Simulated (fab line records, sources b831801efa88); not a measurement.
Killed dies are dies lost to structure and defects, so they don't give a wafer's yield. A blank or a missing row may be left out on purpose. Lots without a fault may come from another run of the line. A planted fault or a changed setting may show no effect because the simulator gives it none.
Which tool did it? | flow gf180mcu | 12 lots, 36 wafers sampled, at 2 steps of a route of 602

WHAT THE GAUGES READ, wafer by wafer
GF_V2_BOW_MEAS_05.
lot  | measured     | on            | V2_BOW (um)
L075 | day 19 14:47 | film_metro-02 | 93 89 102
L077 | day 20 13:11 | film_metro-04 | 107 101 109
L079 | day 21 08:33 | film_metro-01 | 103 99 98
L081 | day 22 05:20 | film_metro-01 | 107 97 95
L083 | day 22 20:58 | film_metro-01 | 108 96 104
L085 | day 23 16:10 | film_metro-02 | 99 110 110
L087 | day 24 00:37 | film_metro-04 | 109 102 104
L089 | day 24 16:18 | film_metro-02 | 102 91 97
L091 | day 25 06:51 | film_metro-01 | 103 99 89
L093 | day 25 23:21 | film_metro-04 | 95 87 87
L095 | day 26 13:53 | film_metro-01 | 105 110 105
L097 | day 27 08:14 | film_metro-04 | 100 109 105

WHICH TOOL RAN EACH LOT (tool, then ch and the chambers of the sampled wafers, then the start)
lot  | GF_V2_CVD_02
L075 | pecvd-04 ch 0,2, day 19 14:20
L077 | pecvd-03 ch 0,2, day 20 12:43
L079 | pecvd-04 ch 0,1,2, day 21 08:07
L081 | pecvd-04 ch 0,1,2, day 22 04:55
L083 | pecvd-03 ch 1,2, day 22 20:29
L085 | pecvd-04 ch 1,2, day 23 15:43
L087 | pecvd-04 ch 0,2, day 24 00:09
L089 | pecvd-04 ch 0,1, day 24 15:51
L091 | pecvd-02 ch 0,1,2, day 25 06:24
L093 | pecvd-04 ch 0,1,2, day 25 22:52
L095 | pecvd-04 ch 0,1,2, day 26 13:28
L097 | pecvd-04 ch 0,1, day 27 07:48
- GF_V2_CVD_02: deposits SiO2 from TEOS, target thk 850 nm, time 94.851 s.

THE ANSWER, worked out from the rows above alone
Rule: what is usual is taken from the lots themselves. Put in order of their means at a reading, lots are off if they are a third of the lots or fewer, leave a main group of 4 or more, and stand apart from it by a gap of 3 or more times the standard deviation of the main group's means; of several such gaps the widest counts. A main group whose means are all the same, to the digits that the tables above print for the reading, isn't used. A lot without any number at a reading at which 4 lots or more have one is off too. The other lots that the step has rows for count as sound.
No lot is off at any reading shown: from this, nothing can be told.

WHAT THE SIMULATOR HAD PUT IN
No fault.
